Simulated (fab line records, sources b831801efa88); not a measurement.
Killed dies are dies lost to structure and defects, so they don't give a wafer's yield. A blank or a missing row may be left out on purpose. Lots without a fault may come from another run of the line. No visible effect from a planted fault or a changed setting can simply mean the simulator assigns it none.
Struck lot and sound lot, side by side ; flow gf180mcu ; 44 steps out of a route of 602
Sound: wafers L154.1, L154.3, L154.5. Struck: wafers L162.2, L162.3, L162.5. The cause is given at the end.
At each step with rows: each side's tool, then ch and its chambers, then its first start. Under that, the readings that differ: sound wafers ; struck wafers ; difference of the means ; sigmas: that difference in standard deviations of wafers without a fault.
alike: a reading whose means differ by less than 2 such deviations, as well as words and numbers matching on both sides. not compared: withheld readings; readings where some wafer has no value; bounds like >300 that might hide an equal value; numbers whose values overlap and for which the record gives no deviation.
A row with sigmas, a row that says differs or no value, or rows on one side alone: a step with any of these is where the two part. Numbers that have no deviation but don't overlap get no sigmas and don't part them. A reading that every wafer of one side lacks parts them only if that side has two wafers or more.

first, 2 steps without rows for these wafers: GF_MVSD_IMPLANT_08; GF_MVSD_IMPLANT_09.
GF_MVSD_STRIP_10: strips in O2/N2.
  sound on plasma_asher-03 ch 0,1, day 5 04:13; struck on plasma_asher-04 ch 0,1, day 6 20:20
  alike: drypump_motor_current_A, heater_power_w, o2_flow_sccm, oes_product_au, platen_temp_c, strip_time_to_endpoint_s
  not compared: rf_hours_counter_h
GF_MVSD_TW_MEAS_11:
  sound on film_metro-03 at day 5 04:19; struck on film_metro-03 at day 6 20:26
  alike: MVSD_TW
then, 7 steps without rows for these wafers: GF_MVPSD_DEHYDRATE_00 (time 60 s); GF_MVPSD_HMDS_01 (prime time 60 s); GF_MVPSD_COAT_02 (resist thk 3000 nm); GF_MVPSD_SOFTBAKE_03; GF_MVPSD_EXPOSE_04 (exposes mask MVPSD, target cd 1000 nm); GF_MVPSD_PEB_05; GF_MVPSD_DEVELOP_06 (develop time 60 s).
GF_MVPSD_OVL_MEAS_07:
  sound on overlay-02 at day 5 17:56; struck on overlay-01 at day 7 12:02
  alike: MVPSD_OVL
GF_MVPSD_IMPLANT_08:
  sound on implanter-03 ch 0, day 5 17:58; struck on implanter-04 ch 0, day 7 12:05
reading;sound;struck;difference;sigmas
tilt_deg (degrees);0.002 -0.003 0.032;3.731 3.745 3.729;+3.725;+99 or more
after that, 1 step had no rows for these wafers: GF_MVPSD_IMPLANT_09.
GF_MVPSD_STRIP_10: strips in O2/N2.
  sound on plasma_asher-02 ch 0,1, day 5 18:16; struck on plasma_asher-01 ch 0, day 7 12:22
reading;sound;struck;difference;sigmas
heater_power_w (W);327 301 307;469 476 450;+153;+3
  alike: drypump_motor_current_A, o2_flow_sccm, oes_product_au, platen_temp_c, strip_time_to_endpoint_s
  not compared: rf_hours_counter_h
GF_MVPSD_TW_MEAS_11:
  sound on film_metro-03 at day 5 18:22; struck on film_metro-03 at day 7 12:28
reading;sound;struck;difference;sigmas
MVPSD_TW;559.0 558.5 554.2;612.0 613.3 611.0;+54.9;+23
then, 7 steps without rows for these wafers: GF_VT_IMPLANT_DEHYDRATE_00 (time 60 s); GF_VT_IMPLANT_HMDS_01 (prime time 60 s); GF_VT_IMPLANT_COAT_02 (resist thk 1000 nm); GF_VT_IMPLANT_SOFTBAKE_03 (time 60 s); GF_VT_IMPLANT_EXPOSE_04 (exposes mask LVPWELL LV AREA, target cd 600 nm); GF_VT_IMPLANT_PEB_05; GF_VT_IMPLANT_DEVELOP_06 (develop time 60 s).
GF_VT_IMPLANT_OVL_MEAS_07:
  sound on overlay-01 at day 6 08:10; struck on overlay-02 at day 8 05:04
reading;sound;struck;difference;sigmas
VT_IMPLANT_OVL (nm);0.6 0.1 -1.0;-3.9 -2.5 -3.7;-3.3;-3
after that, 1 step had no rows for these wafers: GF_VT_IMPLANT_IMPLANT_08.
GF_VT_IMPLANT_STRIP_09: strips in O2/N2.
  sound on plasma_asher-02 ch 0,1, day 6 08:21; struck on plasma_asher-02 ch 0,1, day 8 05:15
  alike: drypump_motor_current_A, heater_power_w, o2_flow_sccm, oes_product_au, platen_temp_c, strip_time_to_endpoint_s
  not compared: rf_hours_counter_h
GF_VT_IMPLANT_TW_MEAS_10:
  sound on film_metro-01 at day 6 08:27; struck on film_metro-02 at day 8 05:22
  alike: VT_IMPLANT_TW
then, 7 steps without rows for these wafers: GF_VT_IMPLANT_DEHYDRATE_11 (time 60 s); GF_VT_IMPLANT_HMDS_12 (prime time 60 s); GF_VT_IMPLANT_COAT_13 (resist thk 1000 nm); GF_VT_IMPLANT_SOFTBAKE_14 (time 60 s); GF_VT_IMPLANT_EXPOSE_15 (exposes mask Nwell LV AREA, target cd 860 nm); GF_VT_IMPLANT_PEB_16; GF_VT_IMPLANT_DEVELOP_17 (develop time 60 s).
GF_VT_IMPLANT_OVL_MEAS_18:
  sound on overlay-02 at day 6 23:29; struck on overlay-01 at day 8 22:01
  alike: VT_IMPLANT_01_OVL
after that, 1 step had no rows for these wafers: GF_VT_IMPLANT_IMPLANT_19.
GF_VT_IMPLANT_STRIP_20: strips in O2/N2.
  sound on plasma_asher-04 ch 0,1, day 6 23:41; struck on plasma_asher-03 ch 0,1, day 8 22:12
  alike: drypump_motor_current_A, heater_power_w, o2_flow_sccm, oes_product_au, platen_temp_c, strip_time_to_endpoint_s
  not compared: rf_hours_counter_h
GF_VT_IMPLANT_TW_MEAS_21:
  sound on film_metro-02 at day 6 23:47; struck on film_metro-01 at day 8 22:19
  alike: VT_IMPLANT_2_TW
then, 4 steps without rows for these wafers: GF_VT_IMPLANT_DEHYDRATE_22 (time 60 s); GF_VT_IMPLANT_HMDS_23 (prime time 60 s); GF_VT_IMPLANT_COAT_24 (resist thk 1000 nm); GF_VT_IMPLANT_SOFTBAKE_25 (time 60 s).
GF_VT_IMPLANT_RS_MEAS_49: measurement is done with a four-point probe.
  sound on film_metro-02 at day 8 08:30; struck on film_metro-03 at day 10 08:49
reading;sound;struck;difference;sigmas
MVPSD_RS (ohm/sq);1173 1173 1170;1329 1336 1332;+160;+46
GF_PASSIVATION_PROBE_99:
  sound wafers here have rows in the record (prober-01, day 29 23:07); struck ones have none

WHERE THEY PART
First at GF_MVPSD_IMPLANT_08; last, within this record, at GF_PASSIVATION_PROBE_99.

WHY: the cause the simulator had injected
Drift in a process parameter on implanter-04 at GF_MVPSD_IMPLANT_08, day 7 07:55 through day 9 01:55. From 0, the setting tilt_deg moved by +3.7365. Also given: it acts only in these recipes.
